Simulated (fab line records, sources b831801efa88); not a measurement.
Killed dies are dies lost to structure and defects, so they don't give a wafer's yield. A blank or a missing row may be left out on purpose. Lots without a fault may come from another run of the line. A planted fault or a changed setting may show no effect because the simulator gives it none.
Tool commonality check | flow sky130 | 12 lots, 36 wafers sampled

WHY IT WAS OPENED
At SKY_VT_ADJUST_LVTN_TW_MEAS_21 the reading VT_ADJUST_LVTN_2_TW is flagged on 2 of 12 lots. Wafers without a fault read 187.6, standard deviation 2.1.
Rule: a lot is flagged when every wafer of it that has a number lies more than 4 standard deviations from that mean, or none has a number. The other lots count as sound.

lot  | measured     | on            | VT_ADJUST_LVTN_2_TW, wafer by wafer | flag
L985 | day 7 19:53  | film_metro-01 | 186.7 185.6 187.1                   |
L987 | day 9 07:21  | film_metro-03 | 186.9 187.0 186.6                   |
L988 | day 9 11:13  | film_metro-01 | 184.9 184.7 185.7                   |
L991 | day 9 23:59  | film_metro-01 | 187.0 185.5 185.4                   |
L993 | day 10 22:46 | film_metro-01 | 185.1 185.2 186.1                   |
L995 | day 10 23:23 | film_metro-03 | 185.3 185.7 186.5                   |
L997 | day 12 01:35 | film_metro-04 | 190.1 191.1 190.2                   |
L998 | day 12 02:40 | film_metro-04 | 190.9 190.2 190.5                   |
L999 | day 12 09:01 | film_metro-01 | 228.6 227.3 228.4                   | FLAGGED
L101 | day 12 17:34 | film_metro-03 | 187.4 186.3 187.4                   |
L103 | day 13 07:11 | film_metro-04 | 232.3 231.6 230.3                   | FLAGGED
L104 | day 13 09:56 | film_metro-04 | 191.1 190.7 190.4                   |
The numbers of the flagged lots are 229.8 on average: +42.2 against the usual, or +20 standard deviations.

WHICH TOOL RAN EACH LOT
The record holds 1 process step before the reading, out of a route of 708 steps. In each cell: the tool, then ch and the chambers that the sampled wafers went through, then the start.
lot  | flag    | SKY_VT_ADJUST_LVTN_IMPLANT_19
L985 |         | implanter-01 ch 0, day 7 19:39
L987 |         | implanter-03 ch 0, day 9 07:06
L988 |         | implanter-01 ch 0, day 9 10:58
L991 |         | implanter-03 ch 0, day 9 23:45
L993 |         | implanter-01 ch 0, day 10 22:31
L995 |         | implanter-03 ch 0, day 10 23:10
L997 |         | implanter-01 ch 0, day 12 01:20
L998 |         | implanter-03 ch 0, day 12 02:25
L999 | FLAGGED | implanter-02 ch 0, day 12 08:19
L101 |         | implanter-02 ch 0, day 12 17:19
L103 | FLAGGED | implanter-01 ch 0, day 13 06:37
L104 |         | implanter-03 ch 0, day 13 09:41
What these steps do:
- SKY_VT_ADJUST_LVTN_IMPLANT_19
- SKY_VT_ADJUST_LVTN_TW_MEAS_21

FLAGGED OVER TOTAL, TOOL BY TOOL (the gauges that took the reading come last)
step                          | tool          | lots run | flagged | share of the flagged lots | sound lots run after its first flagged lot
SKY_VT_ADJUST_LVTN_IMPLANT_19 | implanter-01  | 5        | 1       | some                      | 0
SKY_VT_ADJUST_LVTN_IMPLANT_19 | implanter-02  | 2        | 1       | some                      | 1 (L101)
SKY_VT_ADJUST_LVTN_IMPLANT_19 | implanter-03  | 5        | 0       | none                      | -
SKY_VT_ADJUST_LVTN_TW_MEAS_21 | film_metro-01 | 5        | 1       | some                      | 0
SKY_VT_ADJUST_LVTN_TW_MEAS_21 | film_metro-03 | 3        | 0       | none                      | -
SKY_VT_ADJUST_LVTN_TW_MEAS_21 | film_metro-04 | 4        | 1       | some                      | 1 (L104)

WHAT THE TABLE ALLOWS
No row of the table ran every flagged lot.

WHAT THE SIMULATOR HAD PUT IN
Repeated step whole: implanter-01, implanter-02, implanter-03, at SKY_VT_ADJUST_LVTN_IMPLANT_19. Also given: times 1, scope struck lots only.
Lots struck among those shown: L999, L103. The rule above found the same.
